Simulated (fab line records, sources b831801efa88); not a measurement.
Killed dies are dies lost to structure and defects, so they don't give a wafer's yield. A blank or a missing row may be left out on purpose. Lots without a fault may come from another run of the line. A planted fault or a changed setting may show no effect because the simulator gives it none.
Problem report in the 8D (eight disciplines) form, filled by code | flow sky130 | the parts of the form that need people (team, actions taken, sign-off) are left out

1. THE PROBLEM
run_length_s at SKY_METAL2_SOFTBAKE_11 reads a mean of 124.21 s on 6 wafers of 2 lots; wafers without a fault read 119.22 s with a standard deviation of 0.23. That is +22 standard deviations from the usual mean.
The step: time 90 s.
First seen on wafer L702.1, day 38 20:00, on litho_track-03. The record holds 36 wafers of 12 lots with a number at this step. Rule for "out", or "out of limits": more than 4 standard deviations from the usual mean. The other wafers with a number count as sound.

2. WHAT IT IS AND WHAT IT IS NOT
question                    | is                     | is not
which readings at this step | run_length_s           | heater_power_total_W
which lots                  | L702, L707             | L692, L693, L694, L697, L698, L699, L703, L704, L711, L714
which wafers of those lots  | all that have a number | -
read on which tools         | litho_track-03         | litho_track-01, litho_track-02
when                        | from day 38 20:00      | up to then (21 sound wafers); but 9 sound wafers of L703, L711, L714 came after

3. SUSPECTS, AND WHAT RULES EACH OUT
Counting: a tool at a process step up to the reading stays a suspect if it ran every lot that is out and no sound lot after the first of them.
- pvd_sputter-01 at SKY_CONTACT_SPUTTER_23 (material TiN, target thk 20 nm, time 80 s): ruled out as a lasting fault. Sound lots L703 ran on it after its first lot that is out, L702 (day 36 00:44).
- litho_track-03 at SKY_METAL2_SOFTBAKE_11 (time 90 s): kept. It ran every lot that is out, first L702 (day 38 20:00), and no sound lot after that; its last sound lot up to then is L699 (day 37 04:00). Its own readings are out on those wafers: run_length_s.
Left after counting: litho_track-03 at SKY_METAL2_SOFTBAKE_11.

4. THE CAUSE (what the simulator had put in)
Process parameter drift: litho_track-03, from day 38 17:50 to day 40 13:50, at SKY_METAL2_SOFTBAKE_11. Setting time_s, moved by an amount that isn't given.
Counting left only this tool.

5. THE CHAIN OF EFFECTS, in route order
Each row: a reading whose mean over the struck wafers that have a number lies more than 3 standard deviations from the usual. Only readings for which the record gives a usual standard deviation are gone through. hours: the time from each lot's start at the first step in this table that gives one to its start at this step, as a median over the lots. sigmas: the change in usual standard deviations.
hours | step                   | reading      | usual    | on struck wafers | change | sigmas
0     | SKY_METAL2_SOFTBAKE_11 | run_length_s | 119.22 s | 124.21           | +4.99  | +22
The process steps in it:
- SKY_METAL2_SOFTBAKE_11: time 90 s.

6. WHAT WOULD HAVE CAUGHT IT SOONER
In this record the first reading out of limits was taken at day 38 20:00, 2 hours after the fault began at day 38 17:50.
